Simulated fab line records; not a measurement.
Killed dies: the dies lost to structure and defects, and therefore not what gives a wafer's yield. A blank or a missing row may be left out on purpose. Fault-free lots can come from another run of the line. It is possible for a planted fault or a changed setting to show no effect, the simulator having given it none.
Which tool was responsible?    flow gf180mcu    14 lots, 41 wafers sampled, at 2 steps of a route of 602

## WHAT THE GAUGES SHOWED, per wafer
GF_M3_CD_MEAS_14 targets a cd of 280 nm.
lot   measured      on        cdNm (nm)
L621  day 21 03:53  cdSem-01  280.1 280.8 280.5
L622  day 21 16:54  cdSem-02  282.0 280.5 281.2
L624  day 22 10:54  cdSem-02  278.0 277.8 277.7
L625  day 22 14:19  cdSem-02  278.6 278.9 279.2
L626  day 22 22:54  cdSem-01  278.4 278.6 277.6
L628  day 23 16:38  cdSem-02  279.3 280.4 279.7
L629  day 24 03:39  cdSem-02  281.0 280.8 282.1
L630  day 24 10:42  cdSem-02  281.8 281.8 281.5
L631  day 24 19:12  cdSem-01  280.4 279.3 280.3
L636  day 26 09:10  cdSem-01  281.1 281.8 280.5
L637  day 26 12:28  cdSem-01  280.1 279.0 278.4
L638  day 27 08:35  cdSem-01  278.9 279.3
L644  day 28 21:48  cdSem-01  279.1 278.9 277.6
L643  day 29 00:24  cdSem-01  278.7 280.0 278.4

## EACH LOT AND THE TOOL THAT RAN IT (in order: tool; ch and the chambers of the sampled wafers; start)
lot   GF_SAB_ETCH_11
L621  rieDiel-01 ch 0,1,3, day 15 01:21
L622  rieDiel-01 ch 0,1,3, day 15 11:29
L624  rieDiel-02 ch 1,2, day 16 04:05
L625  rieDiel-01 ch 0,2, day 16 08:58
L626  rieDiel-04 ch 0,1,3, day 16 16:19
L628  rieDiel-02 ch 2,3, day 17 09:48
L629  rieDiel-04 ch 1,2, day 17 19:43
L630  rieDiel-04 ch 0,1,3, day 18 04:33
L631  rieDiel-01 ch 0,1,2, day 18 13:48
L636  rieDiel-01 ch 0,1,2, day 20 08:41
L637  rieDiel-01 ch 0,2,3, day 20 14:14
L638  rieDiel-01 ch 0,2, day 21 12:11
L644  rieDiel-02 ch 0,1, day 23 06:13
L643  rieDiel-04 ch 1,2, day 23 08:02
- GF_SAB_ETCH_11: etches SiO2 in C4F8/O2/Ar, target depth 55 nm, time 8.5 s.

## WHAT THE TOOLS THEMSELVES READ (means of the sampled wafers that have a number; where no wafer has one, the mark that the record gives instead)
GF_SAB_ETCH_11.
lot   tool        oesProductAu (a.u.)
L621  rieDiel-01  1.000
L622  rieDiel-01  0.999
L624  rieDiel-02  1.000
L625  rieDiel-01  1.005
L626  rieDiel-04  1.016
L628  rieDiel-02  1.002
L629  rieDiel-04  1.012
L630  rieDiel-04  1.018
L631  rieDiel-01  0.999
L636  rieDiel-01  1.142
L637  rieDiel-01  1.135
L638  rieDiel-01  1.417
L644  rieDiel-02  0.984
L643  rieDiel-04  1.012

## THE ANSWER, worked out from the rows above alone
Rule: the usual values come from the lots themselves. Put in order of their means at a reading, lots are off if they are a third of the lots or fewer, leave a main group of 4 or more, and stand apart from it by a gap of 3 or more times the standard deviation of the main group's means; of several such gaps the widest counts. A main group whose means are all the same, to the digits that the tables above print for the reading, isn't used. A lot without any number at a reading at which 4 lots or more have one is off too. All remaining lots with rows at the step are treated as sound. After the gauges, taken in route order, come the tools' own readings; for these a lot's mean is taken, as printed above. At the first step where some lot is off, the reading lying furthest off is the one used; lots without a number count as furthest.
Off, at GF_SAB_ETCH_11 on oesProductAu: L636, L637, L638. The main group has a mean of 1.004 a.u. with a standard deviation of 0.0093.
A tool fits if, at that step or a process step before it, it ran every lot that is off, and no sound lot after the first of them. One fits: GF_SAB_ETCH_11 on rieDiel-01. Its last sound lot is L631 (day 18 13:48), its first lot that is off L636 (day 20 08:41): a fault that began between those two fits.
On the lots that are off, the tool's own readings at GF_SAB_ETCH_11 differ by more than 5 times the standard deviation of the sound lots' means, which bears it out; oesProductAu reads 1.231 a.u. there versus 1.004 a.u. on the sound lots.

## WHAT THE SIMULATOR HAD INSERTED
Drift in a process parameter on rieDiel-01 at GF_SAB_ETCH_11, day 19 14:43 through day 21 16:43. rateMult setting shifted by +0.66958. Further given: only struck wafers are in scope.
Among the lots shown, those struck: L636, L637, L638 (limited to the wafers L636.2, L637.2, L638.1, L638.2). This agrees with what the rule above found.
